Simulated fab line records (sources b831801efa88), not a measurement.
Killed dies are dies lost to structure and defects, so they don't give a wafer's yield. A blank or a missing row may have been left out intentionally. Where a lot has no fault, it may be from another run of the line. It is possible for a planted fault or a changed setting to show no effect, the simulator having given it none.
Which of the tools did it? -- flow sky130 -- 39 wafers from 13 lots sampled at 5 of the route's 708 steps

WHAT THE GAUGES READ, wafer by wafer
SKY_PWDE_OVL_MEAS_07. Usual: for PWDE_OVL the level is 0.6 nm and the standard deviation is 1.3.
lot,measured,on,PWDE_OVL (nm),flag
L180,day 4 02:37,overlay-01,0.0 1.1 -0.4,
L183,day 4 19:01,overlay-01,1.6 2.7 0.7,
L184,day 5 00:05,overlay-02,0.3 2.0 2.3,
L186,day 5 16:07,overlay-02,-0.1 -0.8 -0.7,
L187,day 6 01:34,overlay-01,2.0 2.6 1.9,
L193,day 7 04:40,overlay-02,0.8 -0.1 -1.0,
L194,day 7 11:20,overlay-01,-0.5 0.0 -0.7,
L195,day 7 15:40,overlay-01,0.1 0.5 0.9,
L196,day 7 23:49,overlay-02,2.7 1.3 2.4,
L197,day 8 01:16,overlay-02,0.3 -0.4 -0.2,
L199,day 8 11:58,overlay-01,-0.4 -0.8 -0.6,
L201,day 8 22:44,overlay-01,0.6 1.4 1.1,
L202,day 9 13:04,overlay-02,0.8 -0.7 -0.2,

SKY_VT_ADJUST_HVTR_OVL_MEAS_08. Usual: for VT_ADJUST_HVTR_OVL the level is 0.0 nm and the standard deviation is 1.3.
lot,measured,on,VT_ADJUST_HVTR_OVL (nm),flag
L180,day 9 18:32,overlay-02,-1.3 -0.7 -0.3,
L183,day 10 16:07,overlay-01,-0.5 1.6 0.0,
L184,day 10 22:22,overlay-02,-1.0 -1.0 -0.2,
L186,day 11 22:37,overlay-02,0.3 0.0 1.6,
L187,day 12 09:23,overlay-02,0.3 1.3 3.4,
L193,day 13 23:36,overlay-01,111.1 110.9 111.4,OFF
L194,day 14 03:40,overlay-01,113.4 112.1 114.0,OFF
L195,day 14 11:05,overlay-02,112.1 111.9 112.9,OFF
L196,day 14 20:26,overlay-02,0.7 -0.7 -0.7,
L197,day 14 20:42,overlay-02,112.7 111.9 113.0,OFF
L199,day 15 13:24,overlay-02,0.3 -0.2 -1.4,
L201,day 16 04:57,overlay-02,-1.4 0.8 -1.2,
L202,day 16 23:02,overlay-02,-1.8 -0.6 -1.2,

SKY_SONOS_ONO_THK_MEAS_01. Usual: for SONOS_ONO_OXIDATION_THK the level is 2.58 nm and the standard deviation is 0.06.
lot,measured,on,SONOS_ONO_OXIDATION_THK (nm),flag
L180,day 11 19:38,film_metro-04,2.63 2.54 2.55,
L183,day 12 17:41,film_metro-04,2.57 2.58 2.49,
L184,day 13 02:15,film_metro-04,2.57 2.69 2.65,
L186,day 14 03:28,film_metro-04,2.57 2.64 2.60,
L187,day 14 16:43,film_metro-04,2.62 2.61 2.53,
L193,day 16 08:49,film_metro-02,2.59 2.61 2.67,
L194,day 16 13:35,film_metro-03,2.52 2.56 2.58,
L195,day 16 20:51,film_metro-03,2.41 2.50 2.45,
L196,day 17 06:33,film_metro-04,2.50 2.50 2.56,
L197,day 17 07:54,film_metro-04,2.61 2.55 2.47,
L199,day 18 04:22,film_metro-04,2.67 2.69 2.65,
L201,day 18 20:24,film_metro-02,2.65 2.65 2.70,
L202,day 19 12:49,film_metro-03,2.58 2.47 2.56,

SKY_SONOS_ONO_CD_MEAS_13: the cd target is 410 nm. Usual: cd_nm 410.8 nm, standard deviation 2.3.
lot,measured,on,cd_nm (nm),flag
L180,day 12 22:10,cd_sem-01,409.4 409.9 408.6,
L183,day 13 21:46,cd_sem-02,411.7 410.1 413.4,
L184,day 14 06:22,cd_sem-01,409.4 410.8 408.9,
L186,day 15 08:39,cd_sem-02,411.2 412.4 413.1,
L187,day 16 03:32,cd_sem-01,408.1 409.6 408.7,
L193,day 17 16:20,cd_sem-02,407.8 408.4 406.1,
L194,day 17 22:04,cd_sem-02,415.2 416.6 415.1,
L195,day 18 03:43,cd_sem-02,411.0 409.2 412.0,
L196,day 18 13:38,cd_sem-02,408.7 407.8 409.6,
L197,day 18 15:50,cd_sem-01,413.9 411.6 412.3,
L199,day 19 12:38,cd_sem-02,409.3 411.1 410.9,
L201,day 20 04:02,cd_sem-01,411.8 412.5 411.4,
L202,day 21 10:46,cd_sem-02,407.1 406.8 406.9,

WHICH TOOL RAN EACH LOT (tool, then ch and the chambers of the sampled wafers, then the start)
lot,SKY_VT_ADJUST_HVTR_EXPOSE_04
L180,"iline_stepper-02 ch 0, day 9 07:26"
L183,"iline_stepper-02 ch 0, day 10 04:53"
L184,"iline_stepper-01 ch 0, day 10 10:29"
L186,"iline_stepper-01 ch 0, day 11 10:53"
L187,"iline_stepper-01 ch 0, day 11 21:31"
L193,"iline_stepper-02 ch 0, day 13 10:35"
L194,"iline_stepper-02 ch 0, day 13 14:38"
L195,"iline_stepper-02 ch 0, day 13 21:07"
L196,"iline_stepper-01 ch 0, day 14 07:38"
L197,"iline_stepper-02 ch 0, day 14 08:15"
L199,"iline_stepper-01 ch 0, day 14 23:25"
L201,"iline_stepper-01 ch 0, day 15 15:13"
L202,"iline_stepper-01 ch 0, day 16 09:10"
- SKY_VT_ADJUST_HVTR_EXPOSE_04: exposes mask HVTRM, target cd 380 nm.

AS READ BY THE TOOLS THEMSELVES (means over the sampled wafers that have a number; for cases with no such wafer, the mark the record gives instead)
SKY_VT_ADJUST_HVTR_EXPOSE_04. Usual: exposure_dose_mJ_cm2 149.97, standard deviation 0.16.
lot,tool,exposure_dose_mJ_cm2,flag
L180,iline_stepper-02,149.89,
L183,iline_stepper-02,150.17,
L184,iline_stepper-01,149.92,
L186,iline_stepper-01,150.19,
L187,iline_stepper-01,149.98,
L193,iline_stepper-02,149.97,
L194,iline_stepper-02,149.82,
L195,iline_stepper-02,149.98,
L196,iline_stepper-01,149.95,
L197,iline_stepper-02,150.18,
L199,iline_stepper-01,149.97,
L201,iline_stepper-01,150.06,
L202,iline_stepper-01,150.03,

THE ANSWER, worked out from the rows above alone
Rule: lot off if the mean of its wafers having a number is beyond 3 standard deviations from the usual mean. Also off: a lot with no number at a reading for which 4 or more lots have one. All remaining lots with rows at the step are treated as sound. Order of review: gauges by route order, followed by the tools' own readings, for which a lot's mean as printed above is used. The first step at which some lot is off is used, and at that step the reading that is off furthest; a lot without a number counts as furthest.
Off: L193, L194, L195, L197, at SKY_VT_ADJUST_HVTR_OVL_MEAS_08 (VT_ADJUST_HVTR_OVL).
If a tool, at a process step before that reading, ran all the lots that are off and no sound lot after the first of them, it fits. Those tools and the gauges at SKY_VT_ADJUST_HVTR_OVL_MEAS_08 are tried in the same way. One fits: SKY_VT_ADJUST_HVTR_EXPOSE_04 on iline_stepper-02. A fault onset in the window from L183 (day 10 04:53, its last sound lot) to L193 (day 13 10:35, its first lot off) fits.

WHAT WAS PUT IN BY THE SIMULATOR
Scanner matching overlay: iline_stepper-02, from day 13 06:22 on, at SKY_VT_ADJUST_HVTR_EXPOSE_04. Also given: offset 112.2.
Struck lots among those shown: L193, L194, L195, L197. The rule given above showed the same thing.
